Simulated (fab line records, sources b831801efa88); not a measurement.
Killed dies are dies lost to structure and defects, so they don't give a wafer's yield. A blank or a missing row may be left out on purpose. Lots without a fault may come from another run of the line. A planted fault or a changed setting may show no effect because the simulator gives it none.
A struck lot beside a sound one | flow sky130 | 18 steps out of a route of 708
Sound: wafers L987.2, L987.3, L987.6. Struck: wafers L106.1, L106.3, L106.5. The cause comes at the end.
At each step with rows: each side's tool, then ch and its chambers, then its first start. Under that, the readings that differ: sound wafers | struck wafers | difference of the means | sigmas: that difference in standard deviations of wafers without a fault.
alike: readings whose means differ by less than 2 such deviations, and words and numbers that are the same on both sides. not compared: withheld readings, readings that some wafer has no value for, bounds like >300 that may hide the same value, and numbers for which the record gives no deviation and whose values overlap.
The two part at a step that has a row with sigmas, a row that says differs or no value, or rows on one side only. Numbers that don't overlap but have no deviation are shown without sigmas and don't part them. A reading that every wafer of one side lacks parts them only if that side has two wafers or more.

first, 3 steps without rows for these wafers: SKY_VIA2_EXPOSE_09 (exposes mask VIM2, target cd 200 nm); SKY_VIA2_PEB_10; SKY_VIA2_DEVELOP_11 (develop time 60 s).
SKY_VIA2_CD_MEAS_12: target cd 200 nm.
  sound on cd_sem-01, day 37 13:14; struck on cd_sem-01, day 43 11:19
  alike: cd_nm
SKY_VIA2_OVL_MEAS_13:
  sound on overlay-01, day 37 13:21; struck on overlay-02, day 43 11:26
  alike: VIA2_OVL
SKY_VIA2_ETCH_14: etches BARC in N2/H2, stops on SiO2, time 45.9 s, target depth 60 nm.
  sound on rie_diel-04 ch 1,2,3, day 37 13:23; struck on rie_diel-02 ch 0,2, day 43 11:28
  alike: drypump_motor_current_A, oes_product_au, throttle_valve_pct
  not compared: rf_hours_counter_h
SKY_VIA2_ETCH_15: etches SiO2 in C4F8/O2/Ar, stops on TiN, target depth 546 nm, time 84 s.
  sound on rie_diel-04 ch 1,2,3, day 37 13:25; struck on rie_diel-02 ch 0,2, day 43 11:31
  alike: oes_product_au
  not compared: rf_hours_counter_h
SKY_VIA2_STRIP_16: strips in O2/N2.
  sound on plasma_asher-02 ch 0,1, day 37 13:29; struck on plasma_asher-02 ch 0,1, day 43 11:35
  reading                      | sound             | struck            | difference | sigmas
  strip_time_to_endpoint_s (s) | 4.005 3.986 4.034 | 4.055 4.088 4.067 | +0.062     | +3
  alike: drypump_motor_current_A, o2_flow_sccm, oes_product_au
  not compared: rf_hours_counter_h
then, 3 steps without rows for these wafers: SKY_VIA2_STRIP_17 (strips in post etch residue remover, time 1200 s); SKY_VIA2_CLEAN_18 (cleans in IPA, time 180 s); SKY_VIA2_CLEAN_19 (cleans in O3/DIW).
SKY_VIA2_SPUTTER_20: material TiN, target thk 20 nm, time 80 s.
  sound on pvd_sputter-01, day 37 14:05; struck on pvd_sputter-03, day 43 12:10
  alike: throttle_valve_pct
SKY_VIA2_CVD_21: deposits W, target thk 420 nm, time 126.4 s.
  sound on cvd_w-02 ch 0,1, day 37 14:09; struck on cvd_w-02 ch 0,1, day 43 12:14
  reading                            | sound                | struck               | difference | sigmas
  heater_power_outer_w (W)           | 444 492 478          | 556 534 564          | +80        | +2
  heater_power_w (W)                 | 753 792 795          | 914 877 910          | +120       | +4
  susceptor_temp_C (C)               | 400.37 400.37 399.84 | 422.15 422.40 422.25 | +22.07     | +96
  model.W_of_VIA2_CVD_21.thk_nm (nm) | 436.2 412.5 413.5    | 614.2 636.7 615.3    | +201.3     |
  alike: chamber_pressure_Torr
SKY_VIA2_RS_MEAS_22: measures by four-point-probe.
  sound on film_metro-02, day 37 14:18; struck on film_metro-02, day 43 12:22
  reading            | sound             | struck            | difference | sigmas
  VIA2_W_RS (ohm/sq) | 0.262 0.278 0.277 | 0.186 0.180 0.185 | -0.089     | -16
SKY_VIA2_THK_MEAS_23: measures by xrf.
  sound on film_metro-02, day 37 14:25; struck on film_metro-02, day 43 12:29
  reading         | sound       | struck | difference                    | sigmas
  VIA2_W_THK (nm) | 423 402 400 | - - -  | no value on the struck wafers |
SKY_VIA2_CMP_24: polishes, stops on SiO2, t overpolish 20 s, target thk 0 nm.
  sound on cmp-02 ch 0,2,3, day 37 14:31; struck on cmp-02 ch 1,3, day 43 12:44
  reading                | sound     | struck      | difference | sigmas
  time_to_endpoint_s (s) | 103 98 97 | 139 149 140 | +43        | +9
  alike: edge_zone_pressure_frac, motor_current_A
SKY_METAL3_SPUTTER_00: material Ti, target thk 15 nm, time 10 s.
  sound on pvd_sputter-03, day 37 14:46; struck on pvd_sputter-03, day 43 12:59
  alike: throttle_valve_pct
then, 1 step without rows for these wafers: SKY_PAD_OPEN_PROBE_99.

WHERE THEY PART
First at SKY_VIA2_STRIP_16; last, within this record, at SKY_VIA2_CMP_24. Later steps at which nothing parts them and some readings are alike: SKY_METAL3_SPUTTER_00.

WHY: what the simulator had put in
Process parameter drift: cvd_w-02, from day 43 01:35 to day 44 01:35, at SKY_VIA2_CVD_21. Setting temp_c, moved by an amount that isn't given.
